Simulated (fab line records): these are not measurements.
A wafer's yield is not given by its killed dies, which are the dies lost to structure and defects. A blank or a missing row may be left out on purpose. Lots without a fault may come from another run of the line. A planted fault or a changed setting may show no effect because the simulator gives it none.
Struck lot and sound lot, side by side -- flow gf180mcu -- 16 steps out of a route of 602
Sound: these wafers, L663.1, L663.2, L663.6. The struck wafers were L674.2, L674.3, L674.6. The cause is given at the end.
Each step with rows lists, per side, the tool, then ch with its chambers, then its first start. Under that, the readings that differ: sound wafers -- struck wafers -- difference of the means -- sigmas: that difference in standard deviations of wafers without a fault.
alike: a reading whose means differ by less than 2 such deviations, as well as words and numbers matching on both sides. not compared: withheld readings; readings where some wafer has no value; bounds like >300 that might hide an equal value; numbers whose values overlap and for which the record gives no deviation.
Wherever a step has rows on one side only, a row that says differs or no value, or a row with sigmas, the two part there. Non-overlapping numbers with no deviation appear without sigmas and do not part them. Lack of a reading on every wafer of one side parts them only where that side has two or more wafers.

GF_V4_CMP_04: polishes SiO2.
  sound on cmp-01 ch 0,2, day 23 20:31; struck on cmp-02 ch 0,1,2, day 27 16:37
  alike: edge_zone_pressure_frac, motor_current_A, time_to_endpoint_s
GF_V4_BOW_MEAS_05:
  sound on film_metro-04, day 23 20:46; struck on film_metro-04, day 27 16:53
reading,sound,struck,difference,sigmas
V4_BOW (um),141 127 133,145 153 159,+19,+2
then, 8 steps without rows for these wafers: GF_V4_DEHYDRATE_06 (time 60 s); GF_V4_HMDS_07 (prime time 60 s); GF_V4_COAT_08; GF_V4_COAT_09 (resist thk 1000 nm); GF_V4_SOFTBAKE_10 (time 60 s); GF_V4_EXPOSE_11 (exposes mask Via4, target cd 260 nm); GF_V4_PEB_12 (peb time 90 s); GF_V4_DEVELOP_13 (develop time 60 s).
GF_V4_CD_MEAS_14: the cd target is 260 nm.
  sound on cd_sem-01, day 24 19:43; struck on cd_sem-02, day 28 12:44
  alike: cd_nm
GF_V4_OVL_MEAS_15:
  sound on overlay-02, day 24 19:50; struck on overlay-02, day 28 12:50
  alike: V4_OVL
GF_V4_ETCH_16: etches BARC in N2/H2.
  sound on rie_diel-03 ch 0,2,3, day 24 19:52; struck on rie_diel-01 ch 0,1,3, day 28 12:52
  no value came back on the struck wafers for any of 5 readings (bias_w (W), chamber_pressure_mTorr (mTorr) and others); on the sound wafers bias_w (W) reads 100.3 99.6 99.8
GF_V4_ETCH_17: etches SiO2 in C4F8/O2/Ar, stops on TiN, target depth 630 nm.
  sound: rie_diel-03 ch 0,2,3; struck: rie_diel-01 ch 0,1,3
reading,sound,struck,difference,sigmas
oes_product_au (a.u.),0.854 0.863 0.856,0.380 0.373 0.377,-0.481,-99 or more
  alike: bias_w, chamber_pressure_mTorr
GF_V4_STRIP_18: strips in O2/N2.
  sound on plasma_asher-02 ch 0,1, day 24 19:59; struck on plasma_asher-01 ch 0, day 28 12:59
reading,sound,struck,difference,sigmas
oes_product_au (a.u.),0.599 0.590 0.589,0.608 0.620 0.611,+0.020,+4
  alike: drypump_motor_current_A, heater_power_w
  not compared: rf_hours_counter_h
then, 1 step without rows for these wafers: GF_V4_STRIP_19 (strips in post etch residue remover, time 1200 s).

WHERE THEY PART
Earliest at GF_V4_BOW_MEAS_05; latest, in this record, at GF_V4_STRIP_18.

WHY: what the simulator had put in
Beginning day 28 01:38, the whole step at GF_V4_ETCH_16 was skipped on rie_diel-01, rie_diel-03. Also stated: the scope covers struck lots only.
